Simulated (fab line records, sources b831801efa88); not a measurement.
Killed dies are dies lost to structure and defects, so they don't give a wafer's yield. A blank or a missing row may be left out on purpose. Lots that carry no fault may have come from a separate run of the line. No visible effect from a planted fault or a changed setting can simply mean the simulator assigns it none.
Which of the tools did it? :: flow gf180mcu :: 12 lots with 36 wafers sampled at 5 steps, on a route of 602 steps

WHAT THE GAUGES READ, wafer by wafer
GF_CONTACT_OVL_MEAS_15. Usual: CONTACT_OVL typically reads -2 nm, with standard deviation 6.9.
lot: L603
measured: day 17 10:10
on: overlay-01
CONTACT_OVL (nm): 2 5 -1
flag: 

lot: L602
measured: day 17 17:02
on: overlay-01
CONTACT_OVL (nm): 5 8 12
flag: 

lot: L604
measured: day 18 02:45
on: overlay-01
CONTACT_OVL (nm): 2 1 0
flag: 

lot: L605
measured: day 18 06:43
on: overlay-02
CONTACT_OVL (nm): -2 4 3
flag: 

lot: L608
measured: day 19 20:31
on: overlay-02
CONTACT_OVL (nm): -14 -5 -13
flag: 

lot: L612
measured: day 22 01:41
on: overlay-01
CONTACT_OVL (nm): -3 -10 -7
flag: 

lot: L614
measured: day 22 03:47
on: overlay-02
CONTACT_OVL (nm): 8 -1 12
flag: 

lot: L617
measured: day 22 15:59
on: overlay-01
CONTACT_OVL (nm): -6 3 -2
flag: 

lot: L616
measured: day 22 19:50
on: overlay-02
CONTACT_OVL (nm): -17 -9 -9
flag: 

lot: L618
measured: day 23 00:44
on: overlay-02
CONTACT_OVL (nm): -1 -5 -14
flag: 

lot: L619
measured: day 23 07:41
on: overlay-01
CONTACT_OVL (nm): -4 3 6
flag: 

lot: L622
measured: day 24 00:33
on: overlay-02
CONTACT_OVL (nm): 1 5 5
flag: 

GF_V1_THK_MEAS_01. Usual: V1_CVD_00_THK typically reads 600 nm, with standard deviation 7.
lot: L603
measured: day 18 12:20
on: film_metro-03
V1_CVD_00_THK (nm): 591 597 598
flag: 

lot: L602
measured: day 18 18:48
on: film_metro-03
V1_CVD_00_THK (nm): 602 606 607
flag: 

lot: L604
measured: day 19 04:52
on: film_metro-04
V1_CVD_00_THK (nm): 604 598 600
flag: 

lot: L605
measured: day 19 09:36
on: film_metro-03
V1_CVD_00_THK (nm): 613 600 604
flag: 

lot: L608
measured: day 20 22:14
on: film_metro-03
V1_CVD_00_THK (nm): 603 594 598
flag: 

lot: L612
measured: day 23 02:31
on: film_metro-04
V1_CVD_00_THK (nm): 590 598 613
flag: 

lot: L614
measured: day 23 05:41
on: film_metro-01
V1_CVD_00_THK (nm): 588 590 602
flag: 

lot: L617
measured: day 23 17:13
on: film_metro-03
V1_CVD_00_THK (nm): 593 584 588
flag: 

lot: L616
measured: day 23 20:42
on: film_metro-04
V1_CVD_00_THK (nm): 604 591 592
flag: 

lot: L618
measured: day 24 01:40
on: film_metro-01
V1_CVD_00_THK (nm): 585 594 599
flag: 

lot: L619
measured: day 24 08:16
on: film_metro-03
V1_CVD_00_THK (nm): 597 599 605
flag: 

lot: L622
measured: day 25 02:16
on: film_metro-01
V1_CVD_00_THK (nm): 590 588 599
flag: 

WHAT TOOL EACH LOT RAN ON (gives the tool, then ch and the chambers of the sampled wafers, and finally the start)
lot: L603
GF_CONTACT_ETCH_17: rie_diel-02 ch 0,1, day 17 23:35 or earlier
GF_M1_COAT_09: litho_track-01 ch 0, day 17 23:35
GF_M1_STRIP_17: plasma_asher-02 ch 0,1, day 18 11:44

lot: L602
GF_CONTACT_ETCH_17: rie_diel-01 ch 0,1,3, day 18 05:28 or earlier
GF_M1_COAT_09: litho_track-02 ch 0, day 18 05:28
GF_M1_STRIP_17: plasma_asher-02 ch 0, day 18 18:12

lot: L604
GF_CONTACT_ETCH_17: rie_diel-01 ch 1,2,3, day 18 15:55 or earlier
GF_M1_COAT_09: litho_track-01 ch 0, day 18 15:55
GF_M1_STRIP_17: plasma_asher-04 ch 0,1, day 19 04:17

lot: L605
GF_CONTACT_ETCH_17: rie_diel-01 ch 0,2, day 18 20:31 or earlier
GF_M1_COAT_09: litho_track-01 ch 0, day 18 20:31
GF_M1_STRIP_17: plasma_asher-02 ch 0,1, day 19 09:00

lot: L608
GF_CONTACT_ETCH_17: rie_diel-01 ch 0,2, day 20 09:13 or earlier
GF_M1_COAT_09: litho_track-02 ch 0, day 20 09:13
GF_M1_STRIP_17: plasma_asher-03 ch 0,1, day 20 21:36

lot: L612
GF_CONTACT_ETCH_17: rie_diel-01 ch 0,2, day 22 14:16 or earlier
GF_M1_COAT_09: litho_track-01 ch 0, day 22 14:16
GF_M1_STRIP_17: plasma_asher-04 ch 0,1, day 23 01:54

lot: L614
GF_CONTACT_ETCH_17: rie_diel-02 ch 1,2,3, day 22 16:58 or earlier
GF_M1_COAT_09: litho_track-02 ch 0, day 22 16:58
GF_M1_STRIP_17: plasma_asher-04 ch 0,1, day 23 05:02

lot: L617
GF_CONTACT_ETCH_17: rie_diel-01 ch 2,3, day 23 05:01 or earlier
GF_M1_COAT_09: litho_track-02 ch 0, day 23 05:01
GF_M1_STRIP_17: plasma_asher-03 ch 0,1, day 23 16:36

lot: L616
GF_CONTACT_ETCH_17: rie_diel-04 ch 0,2,3, day 23 08:22 or earlier
GF_M1_COAT_09: litho_track-01 ch 0, day 23 08:22
GF_M1_STRIP_17: plasma_asher-03 ch 0,1, day 23 20:06

lot: L618
GF_CONTACT_ETCH_17: rie_diel-02 ch 0,1,2, day 23 13:25 or earlier
GF_M1_COAT_09: litho_track-03 ch 0, day 23 13:25
GF_M1_STRIP_17: plasma_asher-04 ch 0,1, day 24 01:03

lot: L619
GF_CONTACT_ETCH_17: rie_diel-04 ch 1,2,3, day 23 20:07 or earlier
GF_M1_COAT_09: litho_track-03 ch 0, day 23 20:07
GF_M1_STRIP_17: plasma_asher-03 ch 0,1, day 24 07:39

lot: L622
GF_CONTACT_ETCH_17: rie_diel-02 ch 0,3, day 24 13:28 or earlier
GF_M1_COAT_09: litho_track-03 ch 0, day 24 13:28
GF_M1_STRIP_17: plasma_asher-03 ch 0,1, day 25 01:40
- GF_CONTACT_ETCH_17: etches SiO2 in C4F8/O2/Ar, stops on CoSi2, target depth 860 nm.
- GF_M1_COAT_09: resist thk 1000 nm.
- GF_M1_STRIP_17: strips in O2/N2.

WHAT THE TOOLS THEMSELVES READ (means of the sampled wafers that have a number; where no wafer has one, the mark that the record gives instead)
GF_CONTACT_ETCH_17. Usual: bias_w 1200 W, standard deviation 3.3; oes_product_au 0.815 a.u., standard deviation 0.005.
lot: L603
tool: rie_diel-02
bias_w (W): 1202
oes_product_au (a.u.): 0.820
flag: 

lot: L602
tool: rie_diel-01
bias_w (W): 1202
oes_product_au (a.u.): 0.814
flag: 

lot: L604
tool: rie_diel-01
bias_w (W): 1198
oes_product_au (a.u.): 0.817
flag: 

lot: L605
tool: rie_diel-01
bias_w (W): 1198
oes_product_au (a.u.): 0.817
flag: 

lot: L608
tool: rie_diel-01
bias_w (W): 1201
oes_product_au (a.u.): 0.816
flag: 

lot: L612
tool: rie_diel-01
bias_w (W): 1198
oes_product_au (a.u.): 0.815
flag: 

lot: L614
tool: rie_diel-02
bias_w (W): 1203
oes_product_au (a.u.): 0.815
flag: 

lot: L617
tool: rie_diel-01
bias_w (W): 1200
oes_product_au (a.u.): 0.818
flag: 

lot: L616
tool: rie_diel-04
bias_w (W): 1197
oes_product_au (a.u.): 0.811
flag: 

lot: L618
tool: rie_diel-02
bias_w (W): 1199
oes_product_au (a.u.): 0.809
flag: 

lot: L619
tool: rie_diel-04
bias_w (W): 1201
oes_product_au (a.u.): 0.815
flag: 

lot: L622
tool: rie_diel-02
bias_w (W): 1200
oes_product_au (a.u.): 0.814
flag: 

GF_M1_COAT_09. Usual: 45.1 Pa for exhaust_pa, sd 0.91.
lot: L603
tool: litho_track-01
exhaust_pa (Pa): 45.3
flag: 

lot: L602
tool: litho_track-02
exhaust_pa (Pa): 45.7
flag: 

lot: L604
tool: litho_track-01
exhaust_pa (Pa): 45.4
flag: 

lot: L605
tool: litho_track-01
exhaust_pa (Pa): 44.5
flag: 

lot: L608
tool: litho_track-02
exhaust_pa (Pa): 43.8
flag: 

lot: L612
tool: litho_track-01
exhaust_pa (Pa): 43.4
flag: 

lot: L614
tool: litho_track-02
exhaust_pa (Pa): 45.8
flag: 

lot: L617
tool: litho_track-02
exhaust_pa (Pa): 46.1
flag: 

lot: L616
tool: litho_track-01
exhaust_pa (Pa): 45.2
flag: 

lot: L618
tool: litho_track-03
exhaust_pa (Pa): 45.7
flag: 

lot: L619
tool: litho_track-03
exhaust_pa (Pa): 46.0
flag: 

lot: L622
tool: litho_track-03
exhaust_pa (Pa): 44.7
flag: 

GF_M1_STRIP_17. Usual: drypump_motor_current_A 5.8 A, standard deviation 0.53; heater_power_w 355 W, standard deviation 18; o2_flow_sccm 3003 sccm, standard deviation 9.8; oes_product_au 0.537 a.u., standard deviation 0.0058; platen_temp_c 249.98 C, standard deviation 0.17; strip_time_to_endpoint_s 7.39 s, standard deviation 0.059.
lot: L603
tool: plasma_asher-02
drypump_motor_current_A (A): 5.3
heater_power_w (W): 367
o2_flow_sccm (sccm): 2995
oes_product_au (a.u.): 0.531
platen_temp_c (C): 249.99
strip_time_to_endpoint_s (s): 7.34
flag: 

lot: L602
tool: plasma_asher-02
drypump_motor_current_A (A): 6.1
heater_power_w (W): 354
o2_flow_sccm (sccm): 2997
oes_product_au (a.u.): 0.536
platen_temp_c (C): 250.03
strip_time_to_endpoint_s (s): 7.36
flag: 

lot: L604
tool: plasma_asher-04
drypump_motor_current_A (A): 5.7
heater_power_w (W): 343
o2_flow_sccm (sccm): 2999
oes_product_au (a.u.): 0.547
platen_temp_c (C): 250.01
strip_time_to_endpoint_s (s): 7.54
flag: 

lot: L605
tool: plasma_asher-02
drypump_motor_current_A (A): 5.6
heater_power_w (W): 364
o2_flow_sccm (sccm): 3008
oes_product_au (a.u.): 0.547
platen_temp_c (C): 249.96
strip_time_to_endpoint_s (s): 7.54
flag: 

lot: L608
tool: plasma_asher-03
drypump_motor_current_A (A): 6.0
heater_power_w (W): 363
o2_flow_sccm (sccm): 3005
oes_product_au (a.u.): 0.531
platen_temp_c (C): 250.15
strip_time_to_endpoint_s (s): 7.34
flag: 

lot: L612
tool: plasma_asher-04
drypump_motor_current_A (A): 5.9
heater_power_w (W): 336
o2_flow_sccm (sccm): 3002
oes_product_au (a.u.): 0.539
platen_temp_c (C): 250.04
strip_time_to_endpoint_s (s): 7.36
flag: 

lot: L614
tool: plasma_asher-04
drypump_motor_current_A (A): 5.9
heater_power_w (W): 331
o2_flow_sccm (sccm): 3002
oes_product_au (a.u.): 0.537
platen_temp_c (C): 250.21
strip_time_to_endpoint_s (s): 7.35
flag: 

lot: L617
tool: plasma_asher-03
drypump_motor_current_A (A): 6.0
heater_power_w (W): 356
o2_flow_sccm (sccm): 3003
oes_product_au (a.u.): 0.539
platen_temp_c (C): 249.88
strip_time_to_endpoint_s (s): 7.37
flag: 

lot: L616
tool: plasma_asher-03
drypump_motor_current_A (A): 6.2
heater_power_w (W): 362
o2_flow_sccm (sccm): 3019
oes_product_au (a.u.): 0.532
platen_temp_c (C): 249.95
strip_time_to_endpoint_s (s): 7.36
flag: 

lot: L618
tool: plasma_asher-04
drypump_motor_current_A (A): 5.7
heater_power_w (W): 342
o2_flow_sccm (sccm): 3010
oes_product_au (a.u.): 0.536
platen_temp_c (C): 250.08
strip_time_to_endpoint_s (s): 7.40
flag: 

lot: L619
tool: plasma_asher-03
drypump_motor_current_A (A): 6.2
heater_power_w (W): 367
o2_flow_sccm (sccm): 2997
oes_product_au (a.u.): 0.538
platen_temp_c (C): 249.84
strip_time_to_endpoint_s (s): 7.39
flag: 

lot: L622
tool: plasma_asher-03
drypump_motor_current_A (A): 6.0
heater_power_w (W): 355
o2_flow_sccm (sccm): 2992
oes_product_au (a.u.): 0.530
platen_temp_c (C): 250.06
strip_time_to_endpoint_s (s): 7.31
flag: 

THE ANSWER, worked out from the rows above alone
Rule: take the mean of a lot's wafers that have a number; if it is more than 3 standard deviations from the usual mean, the lot is off. A lot without any number at a reading at which 4 lots or more have one is off too. Any other lot the step has rows for is counted as sound. The gauges are gone through in route order, then the tools' own readings, and for those a lot's mean is taken as printed above. The first step at which some lot is off is used, and at that step the reading that is off furthest; a lot without a number counts as furthest.
No lot is off at any reading shown: from this, nothing can be told.

WHAT THE SIMULATOR HAD INSERTED
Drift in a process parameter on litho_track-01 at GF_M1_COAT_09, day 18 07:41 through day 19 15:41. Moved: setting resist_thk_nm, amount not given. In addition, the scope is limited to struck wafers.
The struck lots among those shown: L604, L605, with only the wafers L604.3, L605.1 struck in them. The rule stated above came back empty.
